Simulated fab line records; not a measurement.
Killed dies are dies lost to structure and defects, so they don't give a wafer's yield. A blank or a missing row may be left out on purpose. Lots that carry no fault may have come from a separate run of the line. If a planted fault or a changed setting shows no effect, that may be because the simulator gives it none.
fab line records	flow sky130
record: lots: 6	wafers: 18	lastDay: 50
route steps=708 shown FIELD_ISO@6 PAD_OPEN@708
lots with no fault: from the same line, run without faults
startH: start of the lot's first displayed wafer, in hours after the record's first day	waitH: hours since the lot's step before	" the same as in the row above	L1.1+2: several wafers, shown together as one row	- no value, or no start given	* or withheld: withheld	< > ~ a bound
route shown NAME@n: a module of which the file shows steps, and the number in the route of the first	usual: average and standard deviation across the fault-free wafers	same: alike in all rows	chamber/n: place in a boat	sites: per-site readings	_std_site: the values' standard deviation	_edge_site: mean of outer sites minus mean of inner sites	radiusMm: for every site, how far away it sits from the centre of the wafer	mask NAME#n: copy n	behind: the tool/chamber that last shaped the wafer	hold: the reason the lot was held/the length of the hold in hours/how it ended	device: which transistor (n, p or np) failed to switch	end of line: tests of these same wafers at the route's end	for a step that has no rows: nothing shown but its recipe	killed: the dies lost at the first sort to structure and to defects; this is not the yield of the wafer	map: per-die view of a wafer (x killed, . not killed, _ where there is no die)
set.NAME: the setting the step ran with; set.NAME@STEP: the setting that earlier step ran with	model.NAME: the simulator's own value behind a step, which no gauge read
lots at selected steps of the route; one table per step, one row per wafer
services: from which hour (startH, from the record's first day; less than 0 if before it) a tool's chamber was out of use, for how many hours, and why
== steps ==
step: SKY_FIELD_ISO_DEHYDRATE_05
recipe: tempC: 200	timeS: 60
step: SKY_FIELD_ISO_HMDS_06
recipe: primeTimeS: 60	primeTempC: 120
step: SKY_FIELD_ISO_COAT_07
recipe: resist: BARC	tempC: withheld	timeS: withheld	spinRpm: 3000	resistThkNm: 60
step: SKY_FIELD_ISO_COAT_08
recipe: resist: KrF-thick	spinRpm: 3000	resistThkNm: 450
step: SKY_FIELD_ISO_SOFTBAKE_09
recipe: tempC: 100	timeS: 90	resist: KrF-thick
step: SKY_FIELD_ISO_EXPOSE_10
recipe: maskId: FOM	na: 0.68	sourceShape: annular	sigmaInner: 0.4	sigmaOuter: 0.8	targetCdNm: 150	doseMj: 28
step: SKY_FIELD_ISO_PEB_11
recipe: pebTempC: withheld	pebTimeS: withheld	resist: KrF-thick
step: SKY_FIELD_ISO_DEVELOP_12
recipe: developTimeS: 60	resist: KrF-thick	devTempC: 21
step: SKY_FIELD_ISO_CD_MEAS_13
recipe: targetCdNm: 150
usual: cdNm: 150.2/1.4
lot.wafer	tool	chamber	startH	waitH	cdNm
L296.2	cdSem-01	-	54.31	-	150.3
L296.4	"	-	"	"	148.8
L296.6	"	-	"	"	152.0
L298.3	cdSem-01	-	64.57	-	150.5
L298.4	"	-	"	"	149.9
L298.6	"	-	"	"	151.5
L309.1	cdSem-01	-	123.28	-	150.6
L309.3	"	-	"	"	151.2
L309.5	"	-	"	"	149.1
L310.1	cdSem-01	-	127.73	-	149.1
L310.2	"	-	"	"	148.1
L310.5	"	-	"	"	147.7
L312.1	cdSem-02	-	135.99	-	148.9
L312.4	"	-	"	"	149.8
L312.6	"	-	"	"	148.9
L314.3	cdSem-02	-	150.52	-	151.2
L314.5	"	-	"	"	149.9
L314.6	"	-	"	"	151.4
step: SKY_FIELD_ISO_ETCH_14
recipe: chemistry: N2/H2	target: BARC	ionEnergyEv: 200	sourceW: 500	biasW: 100	pressureMtorr: 30	n2FlowSccm: 100	h2FlowSccm: 200	stopOn: SiO2	timeS: 45.9	targetDepthA: 600
usual: drypumpMotorCurrentA: 5.7/0.42	oesProductAu: 0.854/0.0045	rfFwdPowerW: 495.1/1.9	runLengthS: 74.2/0.44	throttleValvePct: 13.224/0.009
lot.wafer	tool	chamber	startH	waitH	drypumpMotorCurrentA	oesProductAu	rfFwdPowerW	rfHoursCounterH	runLengthS	throttleValvePct
L296.2	rieDiel-03	1	54.41	0.1	5.8	0.852	495.9	173	74.5	13.226
L296.4	"	0	"	"	5.7	0.855	495.4	-	74.2	13.221
L296.6	"	1	"	"	5.8	0.845	493.8	-	74.7	13.210
L298.3	rieDiel-04	1	64.65	0.1	5.5	0.850	495.8	162	74.7	13.215
L298.4	"	2	"	"	5.6	0.860	494.1	75	73.8	13.229
L298.6	"	0	"	"	5.6	0.853	498.5	-	74.5	13.202
L309.1	rieDiel-04	2	123.40	0.1	5.6	0.861	494.4	76	73.8	13.235
L309.3	"	0	"	"	5.6	0.854	495.9	58	74.3	13.217
L309.5	"	2	"	"	5.6	0.860	494.7	-	73.8	13.229
L310.1	rieDiel-02	1	127.85	0.1	6.3	0.859	495.4	125	73.3	13.220
L310.2	"	3	"	"	6.0	0.856	492.5	51	74.2	13.229
L310.5	"	2	"	"	6.0	0.856	491.6	-	74.3	13.219
L312.1	rieDiel-03	1	136.11	0.1	5.8	0.864	495.5	2	74.9	13.223
L312.4	"	0	"	"	5.7	0.867	496.8	6	74.5	13.222
L312.6	"	1	"	"	5.8	0.857	493.3	-	74.6	13.226
L314.3	rieDiel-02	1	150.60	0.1	6.3	0.852	495.1	125	73.1	13.232
L314.5	"	3	"	"	6.1	0.851	496.1	-	74.3	13.231
L314.6	"	0	"	"	5.8	0.850	497.0	-	74.1	13.215
step: SKY_FIELD_ISO_ETCH_15
recipe: chemistry: CHF3/O2	targetDepthNm: 180	stopOn: Si	sourceW: 600	biasW: 200	pressureMtorr: 40	chf3FlowSccm: 50	O2_flow_sccm: 5	timeS: 72
usual: drypumpMotorCurrentA: 5.7/0.41	oesProductAu: 0.945/0.0064	rfFwdPowerW: 595.7/1.9	runLengthS: 100.3/0.46	throttleValvePct: 8.844/0.0097
lot.wafer	tool	chamber	startH	waitH	drypumpMotorCurrentA	oesProductAu	rfFwdPowerW	rfHoursCounterH	runLengthS	throttleValvePct
L296.2	rieDiel-03	1	54.46	0.0	5.8	0.950	594.7	173	100.6	8.839
L296.4	"	0	"	"	5.7	0.951	595.2	-	100.2	8.841
L296.6	"	1	"	"	5.8	0.943	595.8	-	100.8	8.862
L298.3	rieDiel-04	1	64.69	0.0	5.5	0.938	599.1	162	100.5	8.843
L298.4	"	2	"	"	5.6	0.947	592.9	75	100.1	8.845
L298.6	"	0	"	"	5.6	0.938	596.2	-	100.6	8.853
L309.1	rieDiel-04	2	123.44	0.0	5.6	0.949	594.7	76	100.7	8.844
L309.3	"	0	"	"	5.6	0.944	596.7	58	100.5	8.840
L309.5	"	2	"	"	5.6	0.938	597.5	-	100.5	8.825
L310.1	rieDiel-02	1	127.89	0.0	6.3	0.935	594.8	125	99.5	8.860
L310.2	"	3	"	"	6.0	0.943	593.3	52	100.5	8.855
L310.5	"	2	"	"	6.0	0.946	594.2	-	100.8	8.850
L312.1	rieDiel-03	1	136.15	0.0	5.8	0.947	600.2	2	100.6	8.855
L312.4	"	0	"	"	5.7	0.938	598.7	6	100.5	8.845
L312.6	"	1	"	"	5.8	0.941	598.3	-	101.0	8.828
L314.3	rieDiel-02	1	150.64	0.0	6.3	0.951	598.0	125	99.4	8.848
L314.5	"	3	"	"	6.0	0.956	593.4	-	100.0	8.851
L314.6	"	0	"	"	5.8	0.952	597.9	-	100.4	8.831
step: SKY_FIELD_ISO_STRIP_16
recipe: chemistry: O2/N2	powerW: 1400	pressureMtorr: 1500	platenTempC: withheld	o2FlowSccm: 3000	n2FlowSccm: 300	overashFraction: 0.5
usual: drypumpMotorCurrentA: 5.3/0.38	oesProductAu: 0.377/0.0055	stripTimeToEndpointS: 3.53/0.031
lot.wafer	tool	chamber	startH	waitH	drypumpMotorCurrentA	oesProductAu	rfHoursCounterH	stripTimeToEndpointS
L296.2	plasmaAsher-01	1	54.51	0.0	4.7	0.369	38	3.48
L296.4	"	0	"	"	5.9	0.378	-	3.55
L296.6	"	0	"	"	5.9	0.365	-	3.46
L298.3	plasmaAsher-03	1	64.78	0.1	5.3	0.379	-	3.52
L298.4	"	0	"	"	5.2	0.368	-	3.58
L298.6	"	0	"	"	5.2	0.378	-	3.56
L309.1	plasmaAsher-01	0	123.50	0.0	5.8	0.384	45	3.55
L309.3	"	1	"	"	4.7	0.369	-	3.49
L309.5	"	0	"	"	5.9	0.380	-	3.54
L310.1	plasmaAsher-01	1	127.95	0.0	4.7	0.383	46	3.56
L310.2	"	0	"	"	5.9	0.373	46	3.52
L310.5	"	1	"	"	4.7	0.381	-	3.53
L312.1	plasmaAsher-01	0	136.21	0.0	5.8	0.382	47	3.53
L312.4	"	1	"	"	4.7	0.377	-	3.57
L312.6	"	0	"	"	5.9	0.371	-	3.56
L314.3	plasmaAsher-01	0	150.73	0.1	5.8	0.379	-	3.56
L314.5	"	0	"	"	5.9	0.373	-	3.50
L314.6	"	1	"	"	4.7	0.381	-	3.57
step: SKY_FIELD_ISO_ETCH_17
recipe: targetDepthA: 3420	maskMaterial: Si3N4	chemistry: HBr/Cl2/O2	target: Si	taperDeg: 5	icpW: 600	biasW: 150	pressureMtorr: 15	HBr_flow_sccm: 150	Cl2_flow_sccm: 40	O2_flow_sccm: 6	timeS: 97.7
usual: drypumpMotorCurrentA: 5.82/0.21	oesProductAu: 0.999/0.0084	rfFwdPowerW: 597.1/2	runLengthS: 126.0/0.58	throttleValvePct: 25.656/0.0096
lot.wafer	tool	chamber	startH	waitH	drypumpMotorCurrentA	oesProductAu	rfFwdPowerW	rfHoursCounterH	runLengthS	throttleValvePct	model.FIELD_ISO.featureDepthNm	model.etch.depthNm
L296.2	rieSi-02	2	54.61	0.1	5.42	1.008	598.9	1	126.0	25.649	347.2	347.2
L296.4	"	0	"	"	6.03	1.000	600.6	42	128.9	25.647	359.1	359.1
L296.6	"	0	"	"	6.00	0.999	599.9	-	129.0	25.665	356.7	356.7
L298.3	rieSi-02	0	64.85	0.0	5.99	1.000	597.2	42	129.0	25.656	358.3	358.3
L298.4	"	2	"	"	5.32	1.005	603.6	-	126.1	25.659	345	345
L298.6	"	0	"	"	6.01	1.001	597.0	-	128.9	25.649	355.5	355.5
L309.1	rieSi-01	0	123.60	0.1	5.94	1.000	598.2	137	125.3	25.662	340.6	340.6
L309.3	"	1	"	"	6.10	0.989	595.8	123	126.1	25.661	336.1	336.1
L309.5	"	2	"	"	5.77	0.987	596.5	-	125.5	25.647	339.2	339.2
L310.1	rieSi-02	3	128.05	0.1	5.92	1.009	598.0	131	125.2	25.662	345.5	345.5
L310.2	"	2	"	"	5.39	1.012	600.8	1	126.4	25.650	344.8	344.8
L310.5	"	2	"	"	5.39	1.004	597.3	-	126.1	25.641	346.2	346.2
L312.1	rieSi-01	3	136.31	0.1	5.85	0.992	599.2	43	126.7	25.669	334.3	334.3
L312.4	"	1	"	"	6.08	0.994	597.5	124	126.4	25.664	337.2	337.2
L312.6	"	3	"	"	5.86	0.979	596.0	-	126.7	25.672	333.9	333.9
L314.3	rieSi-01	0	150.80	0.0	5.96	0.998	596.3	0	125.5	25.665	339.4	339.4
L314.5	"	0	"	"	5.95	0.993	598.6	-	125.5	25.662	338.4	338.4
L314.6	"	3	"	"	5.88	0.993	599.8	-	126.7	25.668	336.4	336.4
step: SKY_FIELD_ISO_WET_ETCH_18
recipe: chemistry: H3PO4	targetDepthNm: 25	tempC: 160	target: Si3N4	timeS: 286
step: SKY_PAD_OPEN_PROBE_99
usual: killed_at_M0_to_M3: 43/7.2	killed_at_M4_up: 3.1/1.8	killedAtContacts: 24/5.4	killedAtFrontEnd: 15/4.4	killedAtOther: 0.4/0.56	killedDies: 86/9.3	killedOpen: 47/6.9	killedShort: 39/6.6
same: grossDies: 492	killedAtBackSide: 0
lot.wafer	tool	chamber	startH	waitH	killed_at_M0_to_M3	killed_at_M4_up	killedAtContacts	killedAtFrontEnd	killedAtOther	killedDies	killedOpen	killedShort	model.etest.res_p_drift_20v.lineOhmUm	model.etest.res_p_drift_20v.rsOhmSq	model.etest.pfet_16v.rOnOhmUm	model.etest.resIsoPwell.rsOhmSq	model.etest.resIsoPwell.lineOhmUm	model.etest.pfet_16v.driveUaUm	model.etest.capPolyToWell.cAfUm2	model.etest.fieldN.vtV
L296.2	prober-02	-	1104.16	0.1	43	2	24	20	1	90	45	45	1.193e+04	9965	1.54e+04	3221	1225	245.6	87.46	36.66
L296.4	prober-02	-	1104.26	0.2	35	3	19	19	1	77	45	32	1.264e+04	1.059e+04	1.598e+04	3488	1320	238.1	87.11	36.89
L296.6	prober-02	-	1104.36	0.2	40	2	16	18	0	76	40	36	1.257e+04	1.057e+04	1.59e+04	3482	1329	238.2	86.3	36.96
L298.3	prober-02	-	1121.17	0.2	30	1	26	9	0	66	31	35	1.265e+04	1.06e+04	1.616e+04	3833	1452	235.4	87.39	36.3
L298.4	prober-02	-	1121.22	0.2	50	0	23	11	0	84	53	31	1.158e+04	9690	1.55e+04	3396	1284	244.1	89.33	36.13
L298.6	prober-02	-	1121.32	0.2	51	2	32	14	1	100	46	54	1.232e+04	1.026e+04	1.579e+04	3694	1393	242.7	91.01	36.19
L309.1	prober-01	-	1181.15	0.1	40	5	27	15	0	87	49	38	1.155e+04	9641	1.517e+04	3030	1140	242.4	90.24	35.99
L309.3	prober-01	-	1181.25	0.2	58	0	14	14	0	86	44	42	1.129e+04	9374	1.496e+04	2920	1104	245.7	92.96	35.55
L309.5	prober-01	-	1181.35	0.2	47	2	15	17	0	81	52	29	1.138e+04	9539	1.497e+04	3001	1118	245.6	93.46	35.86
L310.1	prober-02	-	1184.29	0.1	42	2	25	15	1	85	50	35	1.112e+04	9523	1.503e+04	3239	1227	252.3	90.39	36.12
L310.2	prober-02	-	1184.34	0.1	39	2	24	15	0	80	43	37	1.125e+04	9530	1.51e+04	3227	1215	249	88.18	36.19
L310.5	prober-02	-	1184.49	0.2	48	5	29	13	0	95	53	42	1.149e+04	9539	1.518e+04	3316	1232	252.6	90.75	36.27
L312.1	prober-02	-	1189.05	0.1	54	3	19	14	0	90	54	35	1.096e+04	9005	1.484e+04	2882	1076	250.7	92.49	35.18
L312.4	prober-02	-	1189.20	0.2	54	0	30	14	0	98	63	35	1.086e+04	8943	1.47e+04	2853	1084	252.7	94.18	35.13
L312.6	prober-02	-	1189.30	0.2	47	4	25	14	0	90	51	38	1.065e+04	8882	1.466e+04	2857	1068	251.5	92.64	34.92
L314.3	prober-02	-	1201.26	0.2	40	3	19	17	1	80	39	41	1.181e+04	9834	1.52e+04	3412	1282	249.5	91.68	35.95
L314.5	prober-02	-	1201.36	0.2	35	4	24	14	1	78	31	47	1.165e+04	9878	1.521e+04	3360	1291	250.3	91.12	35.87
L314.6	prober-02	-	1201.41	0.2	63	3	27	14	1	108	56	52	1.166e+04	9597	1.509e+04	3266	1234	249.4	92.83	35.77
killed by level:class
L296.2 VIA1:geometricParticle:open=9 VIA1:geometricParticle:short=9 LI_CONTACT:geometricParticle:open=8 CONTACT:geometricParticle:open=8 VIA2:geometricParticle:open=7 FIELD_ISO:geometricParticle:short=4 VIA2:geometricParticle:short=4 CONTACT:geometricParticle:short=4
L296.4 CONTACT:geometricParticle:open=9 FIELD_ISO:geometricParticle:short=8 VIA1:geometricParticle:open=7 LI_CONTACT:geometricParticle:open=6 METAL2:geometricParticle:short=6 VIA2:geometricParticle:open=6 POLY_GATE:geometricParticle:open=5 VIA1:geometricParticle:short=4
L296.6 VIA1:geometricParticle:open=10 VIA2:geometricParticle:open=8 CONTACT:geometricParticle:open=6 FIELD_ISO:geometricParticle:open=5 CONTACT:geometricParticle:short=5 FIELD_ISO:geometricParticle:short=4 POLY_GATE:geometricParticle:short=4 VIA1:geometricParticle:short=4
L298.3 LI_CONTACT:geometricParticle:open=9 VIA1:geometricParticle:open=7 CONTACT:geometricParticle:open=6 LI_CONTACT:geometricParticle:short=5 VIA1:geometricParticle:short=5 LOCAL_INTERCONNECT:geometricParticle:short=5 METAL2:geometricParticle:short=4 FIELD_ISO:geometricParticle:short=3
L298.4 VIA1:geometricParticle:open=13 CONTACT:geometricParticle:open=9 LI_CONTACT:geometricParticle:open=7 VIA2:geometricParticle:open=7 VIA3:geometricParticle:open=6 VIA1:geometricParticle:short=5 POLY_GATE:geometricParticle:short=4 CONTACT:geometricParticle:short=4
L298.6 VIA1:geometricParticle:open=16 LOCAL_INTERCONNECT:geometricParticle:short=10 CONTACT:geometricParticle:open=9 METAL2:geometricParticle:short=7 CONTACT:geometricParticle:short=6 FIELD_ISO:geometricParticle:short=6 VIA2:geometricParticle:open=6 VIA1:geometricParticle:short=5
L309.1 VIA1:geometricParticle:open=11 LI_CONTACT:geometricParticle:open=8 LOCAL_INTERCONNECT:geometricParticle:short=7 VIA2:geometricParticle:open=7 VIA3:geometricParticle:open=7 FIELD_ISO:geometricParticle:open=5 POLY_GATE:geometricParticle:short=4 METAL4:geometricParticle:short=4
L309.3 VIA1:geometricParticle:open=14 METAL2:geometricParticle:short=10 METAL1:geometricParticle:short=8 VIA2:geometricParticle:open=7 CONTACT:geometricParticle:open=6 VIA1:geometricParticle:short=5 LI_CONTACT:geometricParticle:open=4 VIA3:geometricParticle:short=4
L309.5 VIA2:geometricParticle:open=12 VIA1:geometricParticle:open=11 CONTACT:geometricParticle:open=8 METAL2:geometricParticle:short=7 LI_CONTACT:geometricParticle:open=6 METAL1:geometricParticle:short=6 FIELD_ISO:geometricParticle:short=5 POLY_GATE:geometricParticle:open=5
L310.1 VIA1:geometricParticle:open=15 CONTACT:geometricParticle:open=9 LOCAL_INTERCONNECT:geometricParticle:short=7 VIA2:geometricParticle:open=5 METAL3:geometricParticle:short=5 LI_CONTACT:geometricParticle:open=4 VIA1:geometricParticle:short=4 METAL2:geometricParticle:short=4
L310.2 VIA1:geometricParticle:open=10 LI_CONTACT:geometricParticle:open=8 VIA1:geometricParticle:short=8 CONTACT:geometricParticle:open=7 CONTACT:geometricParticle:short=4 POLY_GATE:geometricParticle:short=4 LI_CONTACT:geometricParticle:short=4 METAL1:geometricParticle:short=4
L310.5 VIA3:geometricParticle:open=10 VIA1:geometricParticle:open=10 CONTACT:geometricParticle:short=9 CONTACT:geometricParticle:open=9 VIA1:geometricParticle:short=5 VIA2:geometricParticle:open=5 LOCAL_INTERCONNECT:geometricParticle:short=4 METAL1:geometricParticle:short=4
L312.1 VIA1:geometricParticle:open=19 CONTACT:geometricParticle:open=10 VIA1:geometricParticle:short=8 POLY_GATE:geometricParticle:open=5 FIELD_ISO:geometricParticle:short=4 VIA3:geometricParticle:open=4 VIA2:geometricParticle:open=4 VIA3:geometricParticle:short=4
L312.4 VIA1:geometricParticle:open=16 CONTACT:geometricParticle:open=14 VIA3:geometricParticle:open=9 VIA2:geometricParticle:open=8 LI_CONTACT:geometricParticle:open=7 VIA1:geometricParticle:short=7 METAL1:geometricParticle:short=5 CONTACT:geometricParticle:short=4
L312.6 VIA3:geometricParticle:open=12 VIA1:geometricParticle:open=11 CONTACT:geometricParticle:open=10 LI_CONTACT:geometricParticle:open=7 VIA1:geometricParticle:short=6 FIELD_ISO:geometricParticle:short=5 LOCAL_INTERCONNECT:geometricParticle:short=5 METAL1:geometricParticle:short=4
L314.3 VIA1:geometricParticle:open=6 METAL2:geometricParticle:short=6 VIA3:geometricParticle:open=6 CONTACT:geometricParticle:short=5 CONTACT:geometricParticle:open=5 METAL1:geometricParticle:short=5 POLY_GATE:geometricParticle:short=4 POLY_CUT:geometricParticle:open=4
L314.5 LI_CONTACT:geometricParticle:open=9 METAL1:geometricParticle:short=8 VIA1:geometricParticle:open=7 CONTACT:geometricParticle:short=6 VIA3:geometricParticle:short=6 CONTACT:geometricParticle:open=5 VIA1:geometricParticle:short=5 POLY_GATE:geometricParticle:short=4
L314.6 VIA1:geometricParticle:open=11 METAL2:geometricParticle:short=10 VIA3:geometricParticle:open=9 LI_CONTACT:geometricParticle:open=8 VIA2:geometricParticle:open=8 VIA1:geometricParticle:short=8 CONTACT:geometricParticle:open=6 FIELD_ISO:geometricParticle:open=5
== services ==
tool	chamber	startH	hours	kind
rieDiel-04	-	46.29	1.1	repair
rieDiel-03	3	48.74	16.0	repair
rieSi-02	3	63.60	2.3	repair
rieDiel-03	1	64.75	-	clean
rieDiel-03	1	64.75	20.0	scheduledDown
rieDiel-03	1	64.75	20.0	ventCycle
rieDiel-04	1	65.09	2.9	repair
rieSi-02	-	66.41	0.2	repair
rieDiel-04	1	90.50	11.9	repair
rieSi-01	-	92.41	0.5	repair
rieDiel-04	1	110.36	-	clean
rieDiel-04	1	110.36	21.7	scheduledDown
rieDiel-04	1	110.36	21.7	ventCycle
rieDiel-04	3	132.03	-	clean
rieDiel-04	3	132.03	22.7	scheduledDown
rieDiel-04	3	132.03	22.7	ventCycle
rieSi-02	0	133.56	10.0	repair
plasmaAsher-03	-	133.71	0.7	repair
rieSi-01	0	136.71	-	clean
rieSi-01	0	136.71	10.8	scheduledDown
rieSi-01	0	136.71	10.8	ventCycle
rieDiel-04	-	143.74	1.0	repair
rieDiel-03	2	149.71	7.3	repair
== key ==
firstSign: step: SKY_FIELD_ISO_ETCH_17	reading: runLengthS	direction: up	sigmas: 5.2	usual: *	struck: *
effect none on later readings
modelEffect: step: SKY_FIELD_ISO_ETCH_17	value: FIELD_ISO.featureDepthNm	without: 344.4	struck: 357.4
modelEffect: step: SKY_PAD_OPEN_PROBE_99	value: etest.res_p_drift_20v.lineOhmUm	without: 1.149e+04	struck: 1.255e+04
metAt SKY_FIELD_ISO_ETCH_17
struckWafers L296.4,L296.6,L298.3,L298.6
testerLeftOut L296,L298
fault: kind: processParameterDrift	tool: rieSi-02	chamber: 0	onsetH: 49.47	steps: SKY_FIELD_ISO_ETCH_17	channel: timeS	offset: *	shape: step	endH: 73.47	actsIn: *	stated: *
testerLeftOut: of these lots the tester's yield and bins aren't shown, on N5 and GAA mostly nor the transistor test; their killed dies are dies lost to structure and defects alone, not to doping, threshold or leakage, so they don't give the yield
